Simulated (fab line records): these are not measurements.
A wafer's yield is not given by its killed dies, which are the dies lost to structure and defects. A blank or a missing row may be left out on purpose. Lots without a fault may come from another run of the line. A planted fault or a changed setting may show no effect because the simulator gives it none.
Chamber matching | flow gf180mcu | 4 sister chambers for GF_V5_CMP_04 on cmp-02
The step polishes SiO2. 18 wafers are shown with their chamber, then 9 later ones without.

== WAFERS PAIRED WITH THEIR CHAMBERS ==
wafer  | chamber | motor-current-A (A) | edge-zone-pressure-frac | retaining-ring-pressure-frac
L871.1 | 2       | 11.6                | 1.003                   | 1.004
L871.2 | 0       | 12.5                | 0.997                   | 0.992
L871.6 | 0       | 12.2                | 1.004                   | 0.998
L872.3 | 0       | 12.3                | 1.009                   | 1.001
L872.4 | 2       | 11.3                | 0.992                   | 1.005
L872.6 | 0       | 12.3                | 1.003                   | 1.003
L873.1 | 1       | 11.8                | 0.994                   | 1.010
L873.4 | 3       | 11.8                | 0.999                   | 1.000
L873.5 | 1       | 12.0                | 1.009                   | 1.005
L876.2 | 3       | 11.7                | 1.001                   | 1.002
L876.4 | 1       | 12.1                | 0.995                   | 1.002
L876.5 | 0       | 12.3                | 1.005                   | 1.010
L887.2 | 2       | 12.0                | 0.996                   | 1.003
L887.5 | 0       | 12.3                | 1.002                   | 1.000
L887.6 | 1       | 12.5                | 0.996                   | 0.992
L890.3 | 0       | 12.0                | 1.003                   | 1.002
L890.5 | 1       | 10.7                | 0.993                   | 0.992
L890.6 | 2       | 12.3                | 0.999                   | 0.998

SIGNATURES, as means of the wafers listed above
reading                      | chamber 0 | chamber 1 | chamber 2 | chamber 3 | scatter within a chamber
motor-current-A              | 12.271    | 11.820    | 11.800    | 11.750    | 0.427
edge-zone-pressure-frac      | 1.00329   | 0.99740   | 0.99750   | 1.00000   | 0.00476
retaining-ring-pressure-frac | 1.00086   | 1.00020   | 1.00250   | 1.00100   | 0.00576
Rule: for a wafer and a chamber, the distance is found by dividing, reading by reading, the gap between the wafer's reading and the chamber's mean by the reading's scatter, squaring, summing and taking the root. If the next closest chamber is less than 2 further off than the closest, the wafer can't be placed; otherwise it belongs to the closest. The scatter: the root of (the sum of the squares of (reading less its chamber's mean) over the shown wafers, divided by (wafers less chambers)).

== WAFERS MISSING THEIR CHAMBER ==
wafer  | motor-current-A (A) | edge-zone-pressure-frac | retaining-ring-pressure-frac
L891.3 | 11.7                | 1.000                   | 0.994
L891.5 | 11.8                | 0.998                   | 1.001
L891.6 | 12.6                | 0.999                   | 0.994
L893.2 | 12.0                | 0.990                   | 0.995
L893.4 | 11.3                | 0.991                   | 0.996
L893.6 | 12.2                | 0.998                   | 0.996
L894.2 | 12.6                | 1.004                   | 0.990
L894.3 | 11.8                | 0.997                   | 0.991
L894.6 | 12.2                | 1.005                   | 0.986

== WHICH CHAMBER EACH WENT THROUGH ==
wafer  | from the rows above               | in truth
L891.3 | can't be placed: 3 or 1 or 2 or 0 | 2
L891.5 | can't be placed: 1 or 2 or 3 or 0 | 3
L891.6 | can't be placed: 0 or 1 or 3 or 2 | 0
L893.2 | can't be placed: 1 or 2 or 3 or 0 | 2
L893.4 | can't be placed: 1 or 2 or 3 or 0 | 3
L893.6 | can't be placed: 1 or 0 or 3 or 2 | 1
L894.2 | can't be placed: 0 or 3 or 1 or 2 | 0
L894.3 | can't be placed: 1 or 3 or 2 or 0 | 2
L894.6 | can't be placed: 0 or 3 or 1 or 2 | 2
0 of 9 placed correctly. These rows do not allow placing 9 (true chamber among the candidates in 9). Placed wrongly: 0.
